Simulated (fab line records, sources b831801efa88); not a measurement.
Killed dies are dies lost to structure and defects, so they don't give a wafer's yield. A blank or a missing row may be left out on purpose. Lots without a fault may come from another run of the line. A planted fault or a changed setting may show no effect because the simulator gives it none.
fab line records | flow sky130
record lots=7 wafers=21 last_day=51
route steps=708 shown VIA2@515
lots that met no fault: from a run of the same line without faults
start_h: hours from the record's first day to the start of the lot's first wafer shown | wait_h: hours since the lot's step before | " the same as in the row above | L1.1+2: a row that stands for several wafers | - no value, or no start given | * or withheld: withheld | < > ~ a bound
route shown NAME@n: a module of which the file shows steps, and the number in the route of the first | usual: mean/standard deviation of fault-free wafers | same: alike in all rows | chamber/n: place in a boat | sites: the reading at each site | _std_site: their standard deviation | _edge_site: outer sites' mean less inner sites' | radius_mm: how far each site lies from the wafer's centre | mask NAME#n: copy n | behind: the tool/chamber that last shaped the wafer | hold: why the lot was held/for how many hours/how that ended | device: the transistor (n, p or np) that didn't switch | end of line: the same wafers' tests at the end of the route | a step without rows: its recipe alone | killed: dies lost to structure and defects at the first sort, not the wafer's yield | map: a wafer's dies, x killed, . not, _ none there
set.NAME: the setting as run; set.NAME@STEP: as run at that earlier step | model.NAME: the simulator's own value behind a step, which no gauge read
lots at some steps of the route; a table a step, a row a wafer
services: from which hour (start_h, from the record's first day; less than 0 if before it) a tool's chamber was out of use, for how many hours, and why
## steps
# step SKY_VIA2_SOFTBAKE_08
# recipe temp_c=100 time_s=90 resist=KrF-thick
# step SKY_VIA2_EXPOSE_09
# recipe mask_id=VIM2 na=0.8 source_shape=annular sigma_inner=0.55 sigma_outer=0.85 target_cd_nm=200 dose_mj=38
# step SKY_VIA2_PEB_10
# recipe peb_temp_c=withheld peb_time_s=withheld resist=KrF-thick
# step SKY_VIA2_DEVELOP_11
# recipe develop_time_s=60 resist=KrF-thick dev_temp_c=21
# step SKY_VIA2_CD_MEAS_12
# recipe target_cd_nm=200
# usual cd_nm=200.1/1.2
# columns lot.wafer tool chamber start_h wait_h cd_nm
L466.4 cd_sem-02 - 890.43 - 201.3
L466.5 " - " " 200.4
L466.6 " - " " 200.4
L472.1 cd_sem-01 - 935.87 - 198.7
L472.4 " - " " 198.0
L472.5 " - " " 197.8
L473.2 cd_sem-01 - 939.37 - 202.0
L473.3 " - " " 200.4
L473.4 " - " " 201.7
L474.1 cd_sem-01 - 949.55 - 202.1
L474.5 " - " " 201.8
L474.6 " - " " 201.3
L480.2 cd_sem-01 - 1014.03 - 198.3
L480.3 " - " " 199.6
L480.4 " - " " 199.2
L482.1 cd_sem-01 - 1019.31 - 198.8
L482.3 " - " " 199.7
L482.5 " - " " 199.8
L485.2 cd_sem-02 - 1030.52 - 199.1
L485.3 " - " " 198.5
L485.5 " - " " 198.5
# step SKY_VIA2_OVL_MEAS_13
# usual VIA2_OVL=-4/5
# columns lot.wafer tool chamber start_h wait_h VIA2_OVL[nm]
L466.4 overlay-02 - 890.51 0.1 -4
L466.5 " - " " -7
L466.6 " - " " 1
L472.1 overlay-02 - 935.99 0.1 -3
L472.4 " - " " 1
L472.5 " - " " -9
L473.2 overlay-01 - 939.47 0.1 -6
L473.3 " - " " -13
L473.4 " - " " -1
L474.1 overlay-01 - 949.67 0.1 6
L474.5 " - " " 2
L474.6 " - " " -2
L480.2 overlay-01 - 1014.14 0.1 -3
L480.3 " - " " -5
L480.4 " - " " -4
L482.1 overlay-02 - 1019.43 0.1 5
L482.3 " - " " -9
L482.5 " - " " -1
L485.2 overlay-01 - 1030.62 0.1 -1
L485.3 " - " " -1
L485.5 " - " " -2
# step SKY_VIA2_ETCH_14
# recipe chemistry=N2/H2 target=BARC ion_energy_ev=200 source_w=500 bias_w=100 pressure_mtorr=30 n2_flow_sccm=100 h2_flow_sccm=200 stop_on=SiO2 time_s=45.9 target_depth_a=600
# usual drypump_motor_current_A=5.6/0.39 oes_product_au=0.854/0.0046 throttle_valve_pct=13.225/0.009
# columns lot.wafer tool chamber start_h wait_h drypump_motor_current_A oes_product_au rf_hours_counter_h throttle_valve_pct
L466.4 rie_diel-02 0 890.53 0.0 5.3 0.850 6 13.229
L466.5 " 2 " " 4.9 0.859 - 13.203
L466.6 " 1 " " 5.5 0.853 - 13.220
L472.1 rie_diel-02 3 936.03 0.0 5.8 0.857 28 13.236
L472.4 " 1 " " 5.5 0.846 14 13.214
L472.5 " 1 " " 5.5 0.851 - 13.212
L473.2 rie_diel-04 3 939.50 0.0 6.3 0.852 12 13.232
L473.3 " 0 " " 5.7 0.854 3 13.230
L473.4 " 1 " " 5.3 0.844 10 13.232
L474.1 rie_diel-02 2 949.70 0.0 4.9 0.855 18 13.223
L474.5 " 1 " " 5.5 0.851 - 13.219
L474.6 " 2 " " 4.9 0.858 - 13.214
L480.2 rie_diel-02 0 1014.17 0.0 5.3 0.862 11 13.231
L480.3 " 0 " " 5.3 0.857 - 13.241
L480.4 " 1 " " 5.5 0.854 - 13.224
L482.1 rie_diel-02 0 1019.47 0.0 5.3 0.853 11 13.232
L482.3 " 2 " " 4.9 0.853 20 13.246
L482.5 " 2 " " 4.9 0.851 - 13.236
L485.2 rie_diel-04 3 1030.65 0.0 6.3 0.861 15 13.231
L485.3 " 0 " " 5.7 0.851 6 13.234
L485.5 " 3 " " 6.3 0.854 - 13.229
# step SKY_VIA2_ETCH_15
# recipe target=SiO2 chemistry=C4F8/O2/Ar target_depth_nm=546 stop_on=TiN mask_material=KrF-thick source_w=1500 bias_w=1200 pressure_mtorr=40 c4f8_flow_sccm=withheld O2_flow_sccm=6 Ar_flow_sccm=300 time_s=84
# usual oes_product_au=0.940/0.005
# columns lot.wafer tool chamber start_h wait_h oes_product_au rf_hours_counter_h
L466.4 rie_diel-02 0 890.57 0.0 0.945 6
L466.5 " 2 " " 0.935 -
L466.6 " 1 " " 0.941 -
L472.1 rie_diel-02 3 936.07 0.0 0.946 28
L472.4 " 1 " " 0.939 14
L472.5 " 1 " " 0.944 -
L473.2 rie_diel-04 3 939.55 0.0 0.938 12
L473.3 " 0 " " 0.942 3
L473.4 " 1 " " 0.930 10
L474.1 rie_diel-02 2 949.75 0.0 0.935 18
L474.5 " 1 " " 0.941 -
L474.6 " 2 " " 0.934 -
L480.2 rie_diel-02 0 1014.23 0.0 0.942 11
L480.3 " 0 " " 0.936 -
L480.4 " 1 " " 0.943 -
L482.1 rie_diel-02 0 1019.51 0.0 0.938 11
L482.3 " 2 " " 0.936 20
L482.5 " 2 " " 0.946 -
L485.2 rie_diel-04 3 1030.70 0.0 0.944 15
L485.3 " 0 " " 0.936 6
L485.5 " 3 " " 0.937 -
# step SKY_VIA2_STRIP_16
# recipe chemistry=O2/N2 power_w=1400 pressure_mtorr=1500 platen_temp_c=withheld o2_flow_sccm=3000 n2_flow_sccm=300 overash_fraction=0.5
# usual drypump_motor_current_A=5.9/0.46 oes_product_au=0.399/0.0047 strip_time_to_endpoint_s=4.046/0.023
# same overash_fraction=0.5
# columns lot.wafer tool chamber start_h wait_h drypump_motor_current_A oes_product_au rf_hours_counter_h strip_time_to_endpoint_s
L466.4 plasma_asher-04 0 890.67 0.1 5.5 0.397 - 4.063
L466.5 " 0 " " 5.5 0.409 - 4.069
L466.6 " 1 " " 5.6 0.406 - 4.061
L472.1 plasma_asher-04 0 936.14 0.0 5.5 0.401 20 4.031
L472.4 " 0 " " 5.5 0.398 - 4.056
L472.5 " 0 " " 5.5 0.404 - 4.060
L473.2 plasma_asher-01 1 939.61 0.0 6.5 0.401 84 4.005
L473.3 " 0 " " 6.4 0.397 - 4.041
L473.4 " 1 " " 6.5 0.396 - 4.056
L474.1 plasma_asher-01 1 949.81 0.0 6.4 0.398 86 4.059
L474.5 " 0 " " 6.4 0.394 - 4.067
L474.6 " 1 " " 6.5 0.398 - 4.065
L480.2 plasma_asher-02 1 1014.33 0.1 5.4 0.400 55 4.056
L480.3 " 0 " " 5.5 0.402 - 4.050
L480.4 " 1 " " 5.4 0.399 - 4.077
L482.1 plasma_asher-02 0 1019.58 0.0 5.5 0.396 56 4.055
L482.3 " 1 " " 5.4 0.404 - 4.088
L482.5 " 0 " " 5.5 0.406 - 4.067
L485.2 plasma_asher-01 0 1030.76 0.0 6.4 0.394 95 4.033
L485.3 " 1 " " 6.5 0.401 - 4.059
L485.5 " 0 " " 6.4 0.398 - 4.031
# step SKY_VIA2_STRIP_17
# recipe chemistry=post_etch_residue_remover time_s=1200 temp_c=72.5
# step SKY_VIA2_CLEAN_18
# recipe chemistry=IPA time_s=180 temp_c=25
# step SKY_VIA2_CLEAN_19
# recipe chemistry=O3/DIW dry=n2_spin
# step SKY_VIA2_SPUTTER_20
# recipe material=TiN target_thk_nm=20 chamber_pressure_pa=5 power_w=4000 time_s=80
# usual cathode_dc_power_W=4000.0/0.69 chamber_pressure_pa=4.999/0.01 throttle_valve_pct=29.6/1.2
# columns lot.wafer tool chamber start_h wait_h cathode_dc_power_W chamber_pressure_pa throttle_valve_pct
L466.4 pvd_sputter-03 - 891.24 0.0 4001.0 4.997 27.8
L466.5 " - " " 4001.5 5.018 29.8
L466.6 " - " " 4000.0 5.008 27.5
L472.1 pvd_sputter-03 - 936.73 0.0 - - -
L472.4 " - " " - - -
L472.5 " - " " - - -
L473.2 pvd_sputter-04 - 940.20 0.0 - - -
L473.3 " - " " - - -
L473.4 " - " " - - -
L474.1 pvd_sputter-04 - 950.40 0.0 - - -
L474.5 " - " " - - -
L474.6 " - " " - - -
L480.2 pvd_sputter-04 - 1014.92 0.0 3999.7 4.991 30.3
L480.3 " - " " 4000.6 4.996 28.8
L480.4 " - " " 3999.9 4.999 29.8
L482.1 pvd_sputter-03 - 1020.17 0.0 3999.6 4.991 31.3
L482.3 " - " " 4000.8 4.990 28.4
L482.5 " - " " 4000.0 5.006 28.3
L485.2 pvd_sputter-01 - 1031.45 0.0 3999.2 5.002 28.7
L485.3 " - " " 3999.7 5.011 30.2
L485.5 " - " " 4000.0 4.991 28.6
# step SKY_VIA2_CVD_21
# recipe material=W target_thk_nm=420 time_s=126.4 temp_c=400 pressure_torr=40
# usual heater_power_w=811/33
# columns lot.wafer tool chamber start_h wait_h heater_power_w
L466.4 cvd_w-01 1 891.34 0.1 872
L466.5 " 0 " " 807
L466.6 " 1 " " 853
L472.1 cvd_w-01 1 936.79 0.0 857
L472.4 " 1 " " 857
L472.5 " 0 " " 824
L473.2 cvd_w-01 1 940.26 0.0 847
L473.3 " 1 " " 835
L473.4 " 0 " " 823
L474.1 cvd_w-01 0 950.46 0.0 803
L474.5 " 1 " " 847
L474.6 " 0 " " 808
L480.2 cvd_w-01 1 1014.98 0.0 856
L480.3 " 1 " " 865
L480.4 " 0 " " 815
L482.1 cvd_w-02 0 1020.23 0.0 799
L482.3 " 1 " " 767
L482.5 " 0 " " 795
L485.2 cvd_w-02 0 1031.56 0.1 798
L485.3 " 0 " " 809
L485.5 " 0 " " 792
## services
# columns tool chamber start_h hours kind
pvd_sputter-04 - 887.49 4.1 repair
plasma_asher-04 - 887.83 0.8 repair
cvd_w-02 - 890.42 2.9 repair
cvd_w-01 - 904.00 14.0 pm
cvd_w-01 0 904.00 14.0 vent_cycle
cvd_w-01 1 904.00 14.0 vent_cycle
rie_diel-04 - 905.75 1.4 repair
plasma_asher-04 - 910.53 2.4 repair
cvd_w-01 - 911.56 1.4 repair
cvd_w-01 0 918.00 - clean
cvd_w-01 1 918.00 - clean
rie_diel-04 - 923.47 3.0 repair
rie_diel-04 0 934.23 3.9 repair
plasma_asher-01 - 947.69 1.3 repair
plasma_asher-02 - 967.48 15.6 pm
rie_diel-02 2 973.75 11.4 repair
rie_diel-02 3 991.38 - clean
rie_diel-02 3 991.38 31.7 scheduled_down
rie_diel-02 3 991.38 31.7 vent_cycle
cvd_w-02 - 995.91 2.8 pm
rie_diel-02 2 1003.77 11.6 repair
cvd_w-02 1 1030.10 10.0 repair
pvd_sputter-04 - 1031.10 4.0 repair
## key
first_sign step=SKY_VIA2_SPUTTER_20 reading=tool_record direction=missing
effect none on later readings
met_at SKY_VIA2_SPUTTER_20
struck_wafers L472.1,L472.4,L472.5,L473.2,L473.3,L473.4,L474.1,L474.5,L474.6
later_rows_left_out L472.1,L472.4,L472.5,L473.2,L473.3,L473.4,L474.1,L474.5,L474.6
sort_left_out L472.1,L472.4,L472.5,L473.2,L473.3,L473.4,L474.1,L474.5,L474.6
onset_between 891.24 936.73
fault kind=skipped_step_whole tool=pvd_sputter-03,pvd_sputter-04 chamber=- onset_h=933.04 steps=SKY_VIA2_SPUTTER_20 scope=struck_lots_only
# sort_left_out: the simulated sort isn't trusted on such a fault, so these wafers' sort isn't shown, and their yield isn't known
# later_rows_left_out: the simulator's readings of these wafers behind a module that went badly wrong aren't trusted and aren't shown, but for the sort
